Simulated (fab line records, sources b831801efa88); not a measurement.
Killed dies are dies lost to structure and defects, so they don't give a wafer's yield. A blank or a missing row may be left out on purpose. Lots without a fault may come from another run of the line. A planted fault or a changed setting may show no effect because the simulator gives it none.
fab line records | flow sky130 | part 2 of 2: steps 31 to 43 of 43
record lots=5 wafers=15 last_day=49
route steps=708 shown VT_ADJUST_NCORE@124 VT_ADJUST_HVTR@131 VT_ADJUST_PCH@143 SONOS_TUNNEL@154
lots that met no fault: from a run of the same line without faults
start_h: hours from the record's first day to the start of the lot's first wafer shown | wait_h: hours since the lot's step before | " the same as in the row above | L1.1+2: a row that stands for several wafers | - no value, or no start given | * or withheld: withheld | < > ~ a bound
route shown NAME@n: a module of which the file shows steps, and the number in the route of the first | usual: mean/standard deviation of fault-free wafers | same: alike in all rows | chamber/n: place in a boat | sites: the reading at each site | _std_site: their standard deviation | _edge_site: outer sites' mean less inner sites' | radius_mm: how far each site lies from the wafer's centre | mask NAME#n: copy n | behind: the tool/chamber that last shaped the wafer | hold: why the lot was held/for how many hours/how that ended | device: the transistor (n, p or np) that didn't switch | end of line: the same wafers' tests at the end of the route | a step without rows: its recipe alone | killed: dies lost to structure and defects at the first sort, not the wafer's yield | map: a wafer's dies, x killed, . not, _ none there
set.NAME: the setting as run; set.NAME@STEP: as run at that earlier step | model.NAME: the simulator's own value behind a step, which no gauge read
lots at some steps of the route; a table a step, a row a wafer
services: from which hour (start_h, from the record's first day; less than 0 if before it) a tool's chamber was out of use, for how many hours, and why
## steps
# step SKY_SONOS_TUNNEL_DEHYDRATE_00
# recipe temp_c=200 time_s=60
# usual plate_temp_C=199.99/0.18
# same time_s=60
# columns lot.wafer tool chamber start_h wait_h plate_temp_C
L076.1 litho_track-01 0 250.28 10.8 199.91
L076.3 " 0 " " 199.63
L076.5 " 0 " " 199.98
L079.1 litho_track-01 0 275.08 11.1 200.03
L079.4 " 0 " " 199.65
L079.5 " 0 " " 199.82
L083.3 litho_track-04 0 310.44 12.2 200.06
L083.4 " 0 " " 199.81
L083.5 " 0 " " 199.79
L090.1 litho_track-04 0 370.24 13.1 200.01
L090.2 " 0 " " 200.08
L090.4 " 0 " " 199.92
L091.1 litho_track-02 0 379.20 13.2 199.79
L091.4 " 0 " " 200.30
L091.6 " 0 " " 199.91
# step SKY_SONOS_TUNNEL_HMDS_01
# recipe prime_time_s=60 prime_temp_c=120
# columns lot.wafer tool chamber start_h wait_h
L076.1+3+5 litho_track-01 0 250.43 0.1
L079.1+4+5 litho_track-01 0 275.23 0.1
L083.3+4+5 litho_track-04 0 310.59 0.1
L090.1+2+4 litho_track-04 0 370.39 0.1
L091.1+4+6 litho_track-02 0 379.35 0.1
# step SKY_SONOS_TUNNEL_COAT_02
# recipe resist=NOVOLAK spin_rpm=3000 resist_thk_nm=1140
# usual dispense_pressure_kPa=51/5.8
# columns lot.wafer tool chamber start_h wait_h dispense_pressure_kPa
L076.1 litho_track-01 0 250.58 0.1 59
L076.3 " 0 " " 59
L076.5 " 0 " " 59
L079.1 litho_track-01 0 275.38 0.1 59
L079.4 " 0 " " 59
L079.5 " 0 " " 59
L083.3 litho_track-04 0 310.74 0.1 45
L083.4 " 0 " " 45
L083.5 " 0 " " 45
L090.1 litho_track-04 0 370.54 0.1 45
L090.2 " 0 " " 45
L090.4 " 0 " " 45
L091.1 litho_track-02 0 379.50 0.1 50
L091.4 " 0 " " 50
L091.6 " 0 " " 50
# step SKY_SONOS_TUNNEL_SOFTBAKE_03
# recipe temp_c=90 time_s=60 resist=NOVOLAK
# usual plate_temp_C=90.01/0.11
# same time_s=60
# columns lot.wafer tool chamber start_h wait_h plate_temp_C
L076.1 litho_track-01 0 250.73 0.1 89.87
L076.3 " 0 " " 89.99
L076.5 " 0 " " 89.97
L079.1 litho_track-01 0 275.53 0.1 90.18
L079.4 " 0 " " 90.07
L079.5 " 0 " " 89.90
L083.3 litho_track-04 0 310.89 0.1 89.79
L083.4 " 0 " " 90.16
L083.5 " 0 " " 89.94
L090.1 litho_track-04 0 370.69 0.1 89.82
L090.2 " 0 " " 89.71
L090.4 " 0 " " 89.81
L091.1 litho_track-02 0 379.65 0.1 89.86
L091.4 " 0 " " 89.90
L091.6 " 0 " " 90.03
# step SKY_SONOS_TUNNEL_EXPOSE_04
# recipe mask_id=TUNM na=0.6 source_shape=conventional sigma_outer=0.6 polarization=unpolarized target_cd_nm=410 dose_mj=136
# columns lot.wafer tool chamber start_h wait_h mask
L076.1+3+5 iline_stepper-02 0 - - TUNM#0
L079.1+4+5 iline_stepper-01 0 - - TUNM#0
L083.3+4+5 iline_stepper-01 0 - - TUNM#0
L090.1+2+4 iline_stepper-01 0 - - TUNM#0
L091.1+4+6 iline_stepper-01 0 - - TUNM#0
# step SKY_SONOS_TUNNEL_PEB_05
# recipe temp_c=withheld time_s=* resist=NOVOLAK
# same time_s=*
# columns lot.wafer tool chamber start_h wait_h
L076.1+3+5 litho_track-02 0 - -
L079.1+4+5 litho_track-04 0 - -
L083.3+4+5 litho_track-04 0 - -
L090.1+2+4 litho_track-01 0 - -
L091.1+4+6 litho_track-02 0 - -
# step SKY_SONOS_TUNNEL_DEVELOP_06
# recipe resist=NOVOLAK developer=TMAH develop_time_s=60 dev_temp_c=23
# same develop_time_s=60
# columns lot.wafer tool chamber start_h wait_h
L076.1+3+5 litho_track-02 0 262.30 0.1
L079.1+4+5 litho_track-04 0 288.19 0.1
L083.3+4+5 litho_track-04 0 324.24 0.1
L090.1+2+4 litho_track-01 0 384.77 0.1
L091.1+4+6 litho_track-02 0 394.45 0.1
# step SKY_SONOS_TUNNEL_CD_MEAS_07
# recipe target_cd_nm=410
# usual cd_nm=410.3/2.2
# columns lot.wafer tool chamber start_h wait_h cd_nm
L076.1 cd_sem-02 - 262.45 0.1 407.6
L076.3 " - " " 404.5
L076.5 " - " " 405.8
L079.1 cd_sem-02 - 288.34 0.1 408.6
L079.4 " - " " 408.8
L079.5 " - " " 412.3
L083.3 cd_sem-01 - 324.38 0.1 409.3
L083.4 " - " " 409.9
L083.5 " - " " 407.8
L090.1 cd_sem-02 - 384.92 0.1 413.2
L090.2 " - " " 411.3
L090.4 " - " " 413.4
L091.1 cd_sem-02 - 394.60 0.1 412.0
L091.4 " - " " 412.1
L091.6 " - " " 414.0
# step SKY_SONOS_TUNNEL_OVL_MEAS_08
# usual SONOS_TUNNEL_OVL=-0.5/1.4
# columns lot.wafer tool chamber start_h wait_h SONOS_TUNNEL_OVL[nm]
L076.1 overlay-02 - 262.57 0.1 1.1
L076.3 " - " " 0.0
L076.5 " - " " -1.7
L079.1 overlay-01 - 288.46 0.1 0.5
L079.4 " - " " 0.1
L079.5 " - " " 0.4
L083.3 overlay-02 - 324.47 0.1 -2.2
L083.4 " - " " -0.4
L083.5 " - " " -0.3
L090.1 overlay-01 - 385.04 0.1 -0.7
L090.2 " - " " -1.6
L090.4 " - " " -1.1
L091.1 overlay-01 - 394.72 0.1 -3.2
L091.4 " - " " -3.8
L091.6 " - " " -3.3
# step SKY_SONOS_TUNNEL_IMPLANT_09
# recipe species=B energy_kev=20 dose_cm2=1e+12 tilt_deg=withheld
# columns lot.wafer tool chamber start_h wait_h
L076.1+3+5 implanter-04 0 262.61 0.0
L079.1+4+5 implanter-03 0 288.50 0.0
L083.3+4+5 implanter-02 0 324.55 0.1
L090.1+2+4 implanter-04 0 385.08 0.0
L091.1+4+6 implanter-02 0 394.75 0.0
# step SKY_SONOS_TUNNEL_WET_ETCH_10
# recipe chemistry=dHF target_depth_nm=14 target=SiO2 dilution=100:1 temp_c=25 time_s=280
# same time_s=280
# columns lot.wafer tool chamber start_h wait_h
L076.1+3+5 wet_bench-04 1 262.76 0.1
L079.1+4+5 wet_bench-03 0 288.65 0.1
L083.3+4+5 wet_bench-01 2 324.65 0.1
L090.1+2+4 wet_bench-04 0 385.23 0.1
L091.1+4+6 wet_bench-04 3 394.90 0.1
# step SKY_SONOS_TUNNEL_STRIP_11
# recipe chemistry=SPM time_s=600 temp_c=130
# same time_s=600
# columns lot.wafer tool chamber start_h wait_h
L076.1+3+5 wet_bench-03 3 262.85 0.0
L079.1+4+5 wet_bench-01 3 288.82 0.0
L083.3+4+5 wet_bench-03 0 324.73 0.0
L090.1+2+4 wet_bench-04 1 385.32 0.0
L091.1+4+6 wet_bench-01 2 394.99 0.0
# step SKY_SONOS_TUNNEL_TW_MEAS_12
# usual SONOS_TUNNEL_TW=196.9/1.8
# columns lot.wafer tool chamber start_h wait_h SONOS_TUNNEL_TW
L076.1 film_metro-04 - 263.02 0.0 195.6
L076.3 " - " " 196.0
L076.5 " - " " 197.3
L079.1 film_metro-04 - 289.00 0.0 197.0
L079.4 " - " " 197.8
L079.5 " - " " 197.1
L083.3 film_metro-02 - 324.93 0.0 198.8
L083.4 " - " " 199.1
L083.5 " - " " 198.3
L090.1 film_metro-01 - 385.49 0.0 193.5
L090.2 " - " " 194.4
L090.4 " - " " 194.1
L091.1 film_metro-04 - 395.17 0.0 196.7
L091.4 " - " " 197.1
L091.6 " - " " 197.7
## services
# columns tool chamber start_h hours kind
plasma_asher-02 - 170.31 2.8 pm
iline_stepper-02 - 194.48 1.7 repair
implanter-04 - 206.14 3.6 pm
plasma_asher-02 - 226.23 2.9 repair
implanter-04 - 235.87 2.9 repair
plasma_asher-03 - 236.25 8.5 repair
wet_bench-03 - 237.59 1.9 repair
wet_bench-01 - 252.94 1.1 repair
plasma_asher-04 - 259.42 1.2 repair
implanter-02 - 269.61 3.8 pm
iline_stepper-02 - 272.32 1.7 pm
implanter-04 - 281.07 13.9 pm
wet_bench-04 - 291.70 1.7 repair
implanter-04 - 297.44 2.6 repair
plasma_asher-03 - 302.50 11.8 repair
iline_stepper-01 - 314.92 2.1 pm
iline_stepper-02 - 331.94 0.7 repair
wet_bench-04 - 332.91 4.5 repair
plasma_asher-02 - 339.43 4.0 repair
iline_stepper-02 - 340.89 7.9 repair
implanter-02 - 342.77 3.1 pm
implanter-01 - 352.50 3.4 pm
implanter-02 - 365.62 1.9 repair
plasma_asher-04 - 383.22 0.9 repair
